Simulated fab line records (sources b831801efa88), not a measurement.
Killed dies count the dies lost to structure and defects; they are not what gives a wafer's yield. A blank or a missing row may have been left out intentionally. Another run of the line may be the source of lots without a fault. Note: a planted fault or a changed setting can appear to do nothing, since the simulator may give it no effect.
Comparing a struck lot with a sound one + flow sky130 + 14 steps out of a route of 708
Sound: the wafers L286.1, L286.4, L286.6. The struck wafers were L284.2, L284.3, L284.5. The cause is given at the end.
Order at every step that has rows: each side's tool, ch and its chambers, its first start. Under that, the readings that differ: sound wafers + struck wafers + difference of the means + sigmas: that difference in standard deviations of wafers without a fault.
alike: readings whose means differ by less than 2 such deviations, and words and numbers that are the same on both sides. not compared: withheld readings, readings that some wafer has no value for, bounds like >300 that may hide the same value, and numbers for which the record gives no deviation and whose values overlap.
The two part at a step that has a row with sigmas, a row that says differs or no value, or rows on one side only. Numbers that have no deviation but don't overlap get no sigmas and don't part them. Lack of a reading on every wafer of one side parts them only where that side has two or more wafers.

SKY_METAL1_SPUTTER_02: material AlCu, target thk 250 nm, time 13.3 s.
  sound on pvdSputter-02 at day 37 05:33; struck on pvdSputter-01 at day 36 16:18
  alike: throttleValvePct
SKY_METAL1_SPUTTER_03: material Ti, target thk 5 nm, time 3.3 s.
  sound on pvdSputter-02 at day 37 05:34; struck on pvdSputter-01 at day 36 16:20
  alike: throttleValvePct
SKY_METAL1_SPUTTER_04: material TiN, target thk 70 nm, time 58.3 s.
  sound on pvdSputter-02 at day 37 05:35; struck on pvdSputter-01 at day 36 16:21
  alike: throttleValvePct
SKY_METAL1_RS_MEAS_05: a four-point-probe measurement.
  sound on filmMetro-04 at day 37 05:38; struck on filmMetro-01 at day 36 16:25
  alike: METAL1_ALCU_RS
SKY_METAL1_THK_MEAS_06: measures by xrf.
  sound on filmMetro-04 at day 37 05:46; struck on filmMetro-01 at day 36 16:32
  alike: METAL1_ALCU_THK
then, 7 steps without rows for these wafers: SKY_METAL1_DEHYDRATE_07 (time 60 s); SKY_METAL1_HMDS_08 (prime time 60 s); SKY_METAL1_COAT_09 (resist thk 60 nm); SKY_METAL1_COAT_10 (resist thk 450 nm); SKY_METAL1_SOFTBAKE_11 (time 90 s); SKY_METAL1_EXPOSE_12 (exposes mask MM1, target cd 140 nm); SKY_METAL1_PEB_13.
SKY_METAL1_DEVELOP_14: develop time 60 s.
  sound on lithoTrack-03 ch 0, day 38 07:00; struck on lithoTrack-04, day 37 18:00
  no value came back on the struck wafers for chillPlateTempC (C), developTimeS (s), exhaustPa (Pa); on the sound wafers chillPlateTempC (C) reads 22.92 23.21 23.09
| reading                                      | sound             | struck            | difference | sigmas |
|----------------------------------------------|-------------------|-------------------|------------|--------|
| model.KrF-thick_of_METAL1_COAT_10.thkNm (nm) | 435.3 433.8 434.8 | 450.6 452.7 451.2 | +16.9      |        |
SKY_METAL1_CD_MEAS_15: target cd 140 nm.
  sound on cdSem-01 at day 38 08:01; struck on cdSem-01 at day 37 18:29
| reading   | sound             | struck | difference                    | sigmas |
|-----------|-------------------|--------|-------------------------------|--------|
| cdNm (nm) | 140.0 139.4 141.1 | - - -  | no value on the struck wafers |        |

== WHERE THEY PART ==
Earliest at SKY_METAL1_DEVELOP_14; latest, in this record, at SKY_METAL1_CD_MEAS_15.

WHY: the cause the simulator had injected
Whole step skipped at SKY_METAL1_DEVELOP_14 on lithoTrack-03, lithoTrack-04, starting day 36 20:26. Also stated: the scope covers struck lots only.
